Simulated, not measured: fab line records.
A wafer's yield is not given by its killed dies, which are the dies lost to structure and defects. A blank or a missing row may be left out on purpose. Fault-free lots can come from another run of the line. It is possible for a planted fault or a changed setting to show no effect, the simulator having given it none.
8D (eight disciplines) problem report, filled in by code ; flow sfq line ; the parts of the form that need people (team, actions taken, sign-off) are left out

1. WHAT IS WRONG
run length s at SFQ_TRILAYER_M2_BARC_OPEN_METAL_ETCH_077 reads a mean of 62.98 s on 3 wafers of 2 lots; wafers without a fault read 70.20 s with a standard deviation of 0.25. Relative to the usual mean, that is a shift of -29 standard deviations.
The step: etches BARC in O2, target depth 125 nm, time 41.7 s.
The first sign was on wafer L559.3 at day 36 03:02, on rie metal-01. Wafers with a number at this step in the record: 18, from 6 lots. By rule, "out" or "out of limits" means more than 4 standard deviations away from the usual mean. Any other wafer with a number is counted as sound.

2. WHAT IT IS, AND WHAT IT ISN'T
question;is;is not
which readings at this step;run length s, oes product au;drypump motor current A
which lots;L559, L563;L547, L554, L565, L568
which wafers of those lots;L559.3, L563.4, L563.5;L559.2, L559.4, L563.1
read on which tools;rie metal-01;rie metal-02, rie metal-03
when;from day 36 03:02;"up to then (8 sound wafers); but 7 sound wafers of L563, L565, L568 came after"

3. WHAT RULES OUT EACH SUSPECT
Counting: if a tool at a process step up to the reading ran every lot that is out, it stays a suspect. Sound lots after the first of them don't rule it out here, since some wafers of a struck lot are sound.
- rie metal-01 at SFQ_TRILAYER_M2_BARC_OPEN_METAL_ETCH_077 (etches BARC in O2, target depth 125 nm, time 41.7 s): kept. Every lot that is out went through it, the first being L559 (day 36 03:02); the last sound lot it ran before that was L547 (day 31 15:34). Its own oes product au, run length s readings are out on those wafers.
- Within rie metal-01 at SFQ_TRILAYER_M2_BARC_OPEN_METAL_ETCH_077: the wafers that are out ran in chamber 1; their sound lot-mates ran in chamber 0.
After counting, what remains is rie metal-01 at SFQ_TRILAYER_M2_BARC_OPEN_METAL_ETCH_077.

4. THE CAUSE (what the simulator had put in)
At SFQ_TRILAYER_M2_BARC_OPEN_METAL_ETCH_077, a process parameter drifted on rie metal-01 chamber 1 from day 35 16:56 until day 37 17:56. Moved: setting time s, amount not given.
This tool alone remained once counting was done.

5. THE CHAIN OF EFFECTS, in route order
Each row: a reading where the mean over the struck wafers with a number is more than 3 standard deviations away from the usual. Readings are gone through only where the record gives a usual standard deviation; hours: the median, over the lots, of the time from a lot's start at the first step in this table giving one to that lot's start at this step; sigmas: the change measured in usual standard deviations.
hours;step;reading;usual;on struck wafers;change;sigmas
0;SFQ_TRILAYER_M2_BARC_OPEN_METAL_ETCH_077;oes product au;0.685 a.u.;0.796;+0.111;+25
0;SFQ_TRILAYER_M2_BARC_OPEN_METAL_ETCH_077;run length s;70.20 s;62.98;-7.22;-29
Here are the process steps it includes:
- SFQ_TRILAYER_M2_BARC_OPEN_METAL_ETCH_077: etches BARC in O2, target depth 125 nm, time 41.7 s.
Readings that are blank on the struck wafers while sound wafers have them: bias w at SFQ_TRILAYER_M2_BARC_OPEN_METAL_ETCH_077.

6. HOW IT WOULD HAVE BEEN CAUGHT EARLIER
In this record no reading fell out of limits until day 36 03:02, 10 hours after the fault had begun at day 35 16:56.
